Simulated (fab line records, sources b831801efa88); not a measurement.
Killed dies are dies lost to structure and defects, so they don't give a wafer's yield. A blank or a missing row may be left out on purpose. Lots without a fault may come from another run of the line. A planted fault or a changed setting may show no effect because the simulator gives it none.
One fault seen from 2 desks | flow gf180mcu | each desk has only its own numbers; what lay behind them comes last

THE METROLOGY DESK
What the gauges read, lot by lot, whatever tool the lot ran on: means of the sampled wafers that have a number. A lot is out of limits, marked OUT, if its mean lies more than 4 standard deviations from the usual mean; the brackets give that distance.
Columns: A = SAB_OVL at GF_SAB_OVL_MEAS_10, usual 0.7 nm
lot  | first seen here | A
L400 | day 15 02:26    | -0.8
L401 | day 15 06:19    | 0.5
L402 | day 15 16:13    | 0.0
L404 | day 16 09:23    | 0.9
L406 | day 17 02:56    | -0.5
L408 | day 17 17:17    | 1.2
L412 | day 19 18:07    | -0.0
L413 | day 19 23:37    | 0.7
L416 | day 20 22:52    | 0.4
L418 | day 21 12:02    | -0.9
L420 | day 22 03:39    | 3.2
L422 | day 22 23:42    | -0.1
L421 | day 22 23:47    | 1.7
L423 | day 23 09:38    | 1.6
This desk's finding: nothing out of limits on any of the 14 lots.

THE TOOL OWNER'S DESK: litho_track-01
The tool's own readings at GF_SAB_SOFTBAKE_05 (time 60 s): means of the sampled wafers that have a number, for each lot that ran on this tool. A lot is out of limits, marked OUT, if its mean lies more than 4 standard deviations from the usual mean; the brackets give that distance.
Columns: A = chill_plate_temp_C at GF_SAB_SOFTBAKE_05, usual 23.02 C; B = exhaust_pa at GF_SAB_SOFTBAKE_05, usual 45.0 Pa; C = run_length_s at GF_SAB_SOFTBAKE_05, usual 89.18 s
lot  | first seen here | A     | B    | C
L400 | day 14 16:07    | 23.03 | 44.3 | 88.86
L401 | day 14 20:31    | 22.99 | 44.1 | 88.87
L404 | day 15 22:46    | 23.08 | 44.3 | 88.88
L408 | day 17 06:03    | 22.88 | 45.0 | 88.92
L412 | day 19 05:29    | 22.94 | 44.4 | 92.49 (+12) OUT
L413 | day 19 11:20    | 22.93 | 45.8 | 92.35 (+12) OUT
L422 | day 22 11:57    | 23.11 | 44.2 | 88.86
This desk's finding: out of limits on L412, L413; first on L412, day 19 05:29 (run_length_s at GF_SAB_SOFTBAKE_05). In limits: L400, L401, L404, L408, L422.

PUT TOGETHER
The tool owner's desk could have raised an alarm at day 19 05:29, on L412, L413.
The metrology desk saw nothing out of limits.
The metrology desk has L412, L413 on record, within its limits.
Of the lots named, all ran GF_SAB_SOFTBAKE_05 on litho_track-01.

WHAT THE SIMULATOR HAD PUT IN
Process parameter drift: litho_track-01, from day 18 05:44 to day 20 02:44, at GF_SAB_SOFTBAKE_05. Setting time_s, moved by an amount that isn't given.
Lots struck among those shown: L412, L413.
Hours from the fault's start to each desk's first reading out of limits: the tool owner's desk, 24.
